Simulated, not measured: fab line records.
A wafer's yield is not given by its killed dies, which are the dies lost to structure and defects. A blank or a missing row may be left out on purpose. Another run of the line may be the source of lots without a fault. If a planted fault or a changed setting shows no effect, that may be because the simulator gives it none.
Which of the tools did it? ; flow gf180mcu ; 6 lots, 18 wafers sampled, at 3 steps of a route of 602

== WHAT EACH GAUGE READ, for each wafer ==
GF_TOP_METAL_THK_MEAS_06: measures by xrf.
lot;measured;on;TOP_METAL_ALCU_THK (nm)
L677;day 27 13:08;filmMetro-02;890 901 901
L680;day 28 15:25;filmMetro-04;903 903 907
L682;day 29 04:00;filmMetro-04;884 910 909
L686;day 30 09:48;filmMetro-04;910 906 893
L693;day 32 09:17;filmMetro-02;910 911 914
L695;day 32 16:45;filmMetro-02;891 884 889

== TOOL THAT RAN EACH LOT (tool first, then ch and the chambers of the sampled wafers, then the start) ==
lot;GF_M1_STRIP_17;GF_TOP_METAL_SPUTTER_02
L677;plasmaAsher-02 ch 0,1, day 17 08:53;pvdSputter-03, day 27 12:55
L680;plasmaAsher-02 ch 0,1, day 18 17:38;pvdSputter-04, day 28 15:13
L682;plasmaAsher-03 ch 0,1, day 19 07:40;pvdSputter-02, day 29 03:46
L686;plasmaAsher-02 ch 0,1, day 20 23:34;pvdSputter-03, day 30 09:35
L693;plasmaAsher-03 ch 0,1, day 23 11:55;pvdSputter-02, day 32 09:03
L695;plasmaAsher-03 ch 1, day 23 23:59;pvdSputter-03, day 32 16:32
- GF_M1_STRIP_17: strips in O2/N2.
- GF_TOP_METAL_SPUTTER_02: material AlCu, target thk 900 nm, time 47.82 s.

== THE ANSWER, worked out from the rows above alone ==
Rule: what is usual is taken from the lots themselves. Put in order of their means at a reading, lots are off if they are a third of the lots or fewer, leave a main group of 4 or more, and stand apart from it by a gap of 3 or more times the standard deviation of the main group's means; of several such gaps the widest counts. A main group whose means are all the same, to the digits that the tables above print for the reading, isn't used. A lot without any number at a reading at which 4 lots or more have one is off too. The other lots that the step has rows for count as sound.
None of the lots is off at any reading shown; this tells nothing.

== WHAT HAD BEEN PUT IN BY THE SIMULATOR ==
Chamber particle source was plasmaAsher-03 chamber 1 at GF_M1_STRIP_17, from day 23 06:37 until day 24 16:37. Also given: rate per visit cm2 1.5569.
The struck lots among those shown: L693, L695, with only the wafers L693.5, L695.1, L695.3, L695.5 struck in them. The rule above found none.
